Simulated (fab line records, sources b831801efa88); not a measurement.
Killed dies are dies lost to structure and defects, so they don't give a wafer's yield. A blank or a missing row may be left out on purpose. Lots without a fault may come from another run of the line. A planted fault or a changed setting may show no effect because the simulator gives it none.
Which tool did it? | flow sky130 | 13 lots, 36 wafers sampled, at 4 steps of a route of 708

WHAT THE GAUGES READ, wafer by wafer
SKY_NWELL_TW_MEAS_26. Usual: NWELL_2_TW 494, standard deviation 3.2.
lot  | measured     | on            | NWELL_2_TW  | flag
L914 | day 5 10:16  | film_metro-03 | 496 496 495 |
L915 | day 5 22:24  | film_metro-03 | 492 497 496 |
L916 | day 5 20:57  | film_metro-02 | 490 489 489 |
L921 | day 7 06:22  | film_metro-02 | 490 492     |
L925 | day 8 04:07  | film_metro-04 | 497 497     |
L926 | day 8 08:54  | film_metro-03 | 496 490     |
L927 | day 8 14:37  | film_metro-03 | 493 493 493 |
L928 | day 9 00:18  | film_metro-02 | 491 490 492 |
L930 | day 9 07:12  | film_metro-04 | 499 495 496 |
L932 | day 10 07:49 | film_metro-02 | 491 492 491 |
L933 | day 10 06:43 | film_metro-04 | 499 498 497 |
L935 | day 10 12:56 | film_metro-02 | 488 489 489 |
L936 | day 10 22:20 | film_metro-03 | 495 496 495 |

SKY_NWELL_RS_MEAS_29: measures by four-point-probe. Usual: NWELL_RS 624.1 ohm/sq, standard deviation 1.8.
lot  | measured     | on            | NWELL_RS (ohm/sq) | flag
L914 | day 5 10:31  | film_metro-02 | 622.0 621.7 620.9 |
L915 | day 5 22:37  | film_metro-02 | 622.9 623.4 622.4 |
L916 | day 5 21:10  | film_metro-03 | 625.7 624.0 624.2 |
L921 | day 7 06:35  | film_metro-04 | 624.5 624.3       |
L925 | day 8 04:20  | film_metro-04 | 625.2 626.0       |
L926 | day 8 09:07  | film_metro-03 | 624.6 622.3       |
L927 | day 8 14:50  | film_metro-04 | 622.6 624.4 622.6 |
L928 | day 9 00:31  | film_metro-04 | 626.3 628.0 628.2 |
L930 | day 9 07:25  | film_metro-02 | 622.9 622.4 623.3 |
L932 | day 10 08:02 | film_metro-02 | 622.2 622.9 624.1 |
L933 | day 10 07:01 | film_metro-03 | 622.5 624.6 623.4 |
L935 | day 10 13:10 | film_metro-03 | 621.8 623.0 623.7 |
L936 | day 10 22:33 | film_metro-02 | 623.9 623.1 624.2 |

WHICH TOOL RAN EACH LOT (tool, then ch and the chambers of the sampled wafers, then the start)
lot  | SKY_FIELD_ISO_ETCH_17           | SKY_DNWELL_STRIP_08
L914 | rie_si-02 ch 0,1,2, day 2 07:18 | plasma_asher-04 ch 0,1, day 3 07:01
L915 | rie_si-02 ch 0,1,3, day 2 16:25 | plasma_asher-03 ch 0,1, day 3 16:52
L916 | rie_si-02 ch 0,1,3, day 2 16:36 | plasma_asher-03 ch 0,1, day 3 16:28
L921 | rie_si-01 ch 0,1, day 3 16:49   | plasma_asher-04 ch 1, day 4 21:46
L925 | rie_si-01 ch 0,3, day 4 17:51   | plasma_asher-01 ch 0,1, day 5 17:46
L926 | rie_si-01 ch 0,3, day 4 21:01   | plasma_asher-01 ch 0,1, day 5 21:31
L927 | rie_si-02 ch 0,2,3, day 5 03:12 | plasma_asher-04 ch 0,1, day 6 04:07
L928 | rie_si-02 ch 1,2, day 5 08:46   | plasma_asher-04 ch 0,1, day 6 11:04
L930 | rie_si-02 ch 1,3, day 5 15:21   | plasma_asher-01 ch 0,1, day 6 17:13
L932 | rie_si-02 ch 1,2,3, day 6 03:35 | plasma_asher-03 ch 0,1, day 7 14:21
L933 | rie_si-02 ch 1,2, day 6 10:08   | plasma_asher-01 ch 0,1, day 7 14:07
L935 | rie_si-02 ch 1,2, day 6 17:22   | plasma_asher-04 ch 0,1, day 7 20:16
L936 | rie_si-02 ch 0,2,3, day 7 00:58 | plasma_asher-04 ch 0,1, day 8 05:35
- SKY_FIELD_ISO_ETCH_17: etches Si in HBr/Cl2/O2, target depth 342 nm, time 97.7 s.
- SKY_DNWELL_STRIP_08: strips in O2/N2.

WHAT THE TOOLS THEMSELVES READ (means of the sampled wafers that have a number; where no wafer has one, the mark that the record gives instead)
SKY_FIELD_ISO_ETCH_17. Usual: drypump_motor_current_A 5.9 A, standard deviation 0.5; oes_product_au 0.998 a.u., standard deviation 0.0074; run_length_s 125.8 s, standard deviation 0.35; throttle_valve_pct 25.658 %, standard deviation 0.011.
lot  | tool      | drypump_motor_current_A (A) | oes_product_au (a.u.) | run_length_s (s) | throttle_valve_pct (%) | flag
L914 | rie_si-02 | 6.0                         | 0.993                 | 125.8            | 25.667                 |
L915 | rie_si-02 | 6.3                         | 0.989                 | 125.8            | 25.669                 |
L916 | rie_si-02 | 6.3                         | 1.000                 | 125.5            | 25.661                 |
L921 | rie_si-01 | 5.2                         | 1.006                 | 131.2            | 25.651                 | OFF
L925 | rie_si-01 | 5.2                         | 1.016                 | 131.5            | 25.655                 | OFF
L926 | rie_si-01 | 5.2                         | 0.996                 | 136.9            | 25.652                 | OFF
L927 | rie_si-02 | 6.2                         | 1.003                 | 125.8            | 25.660                 |
L928 | rie_si-02 | 5.9                         | 0.991                 | 125.6            | 25.653                 |
L930 | rie_si-02 | 6.4                         | 0.991                 | 125.8            | 25.664                 |
L932 | rie_si-02 | 6.1                         | 0.985                 | 125.8            | 25.675                 |
L933 | rie_si-02 | 5.9                         | 0.997                 | 125.6            | 25.663                 |
L935 | rie_si-02 | 5.7                         | 0.993                 | 125.6            | 25.664                 |
L936 | rie_si-02 | 6.2                         | 0.991                 | 125.9            | 25.653                 |

SKY_DNWELL_STRIP_08. Usual: drypump_motor_current_A 5.56 A, standard deviation 0.13; n2_flow_sccm 300.0 sccm, standard deviation 0.77; oes_product_au 0.722 a.u., standard deviation 0.0042; strip_time_to_endpoint_s 36.84 s, standard deviation 0.1.
lot  | tool            | drypump_motor_current_A (A) | n2_flow_sccm (sccm) | oes_product_au (a.u.) | strip_time_to_endpoint_s (s) | flag
L914 | plasma_asher-04 | 5.68                        | 299.6               | 0.721                 | 37.01                        |
L915 | plasma_asher-03 | 5.56                        | 300.5               | 0.723                 | 36.88                        |
L916 | plasma_asher-03 | 5.58                        | 299.7               | 0.718                 | 36.75                        |
L921 | plasma_asher-04 | 5.36                        | 299.1               | 0.724                 | 36.80                        |
L925 | plasma_asher-01 | 5.56                        | 299.9               | 0.717                 | 36.80                        |
L926 | plasma_asher-01 | 5.55                        | 299.9               | 0.722                 | 36.81                        |
L927 | plasma_asher-04 | 5.51                        | 299.9               | 0.724                 | 36.87                        |
L928 | plasma_asher-04 | 5.50                        | 299.1               | 0.722                 | 36.90                        |
L930 | plasma_asher-01 | 5.57                        | 299.2               | 0.729                 | 36.80                        |
L932 | plasma_asher-03 | 5.57                        | 299.5               | 0.718                 | 36.76                        |
L933 | plasma_asher-01 | 5.55                        | 300.0               | 0.724                 | 36.72                        |
L935 | plasma_asher-04 | 5.68                        | 300.2               | 0.725                 | 36.85                        |
L936 | plasma_asher-04 | 5.69                        | 300.0               | 0.723                 | 36.88                        |

THE ANSWER, worked out from the rows above alone
Rule: a lot is off if the mean of its wafers that have a number lies more than 3 standard deviations from the usual mean. A lot without any number at a reading at which 4 lots or more have one is off too. The other lots that the step has rows for count as sound. The gauges are gone through in route order, then the tools' own readings, and for those a lot's mean is taken as printed above. The first step at which some lot is off is used, and at that step the reading that is off furthest; a lot without a number counts as furthest.
Off: L921, L925, L926, at SKY_FIELD_ISO_ETCH_17 (run_length_s).
A tool fits if, at that step or a process step before it, it ran every lot that is off, and no sound lot after the first of them. One fits: rie_si-01 at SKY_FIELD_ISO_ETCH_17. It ran no sound lot before its first lot that is off in this sample, so the start can't be narrowed down.
The tool's own readings at SKY_FIELD_ISO_ETCH_17 bear it out: on the lots that are off they differ by more than 5 times the standard deviation of the sound lots' means. run_length_s reads 133.2 s there against 125.7 s on the sound lots.

WHAT THE SIMULATOR HAD PUT IN
Process parameter drift: rie_si-01, from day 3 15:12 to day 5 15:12, at SKY_FIELD_ISO_ETCH_17. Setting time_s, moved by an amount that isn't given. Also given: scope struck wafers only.
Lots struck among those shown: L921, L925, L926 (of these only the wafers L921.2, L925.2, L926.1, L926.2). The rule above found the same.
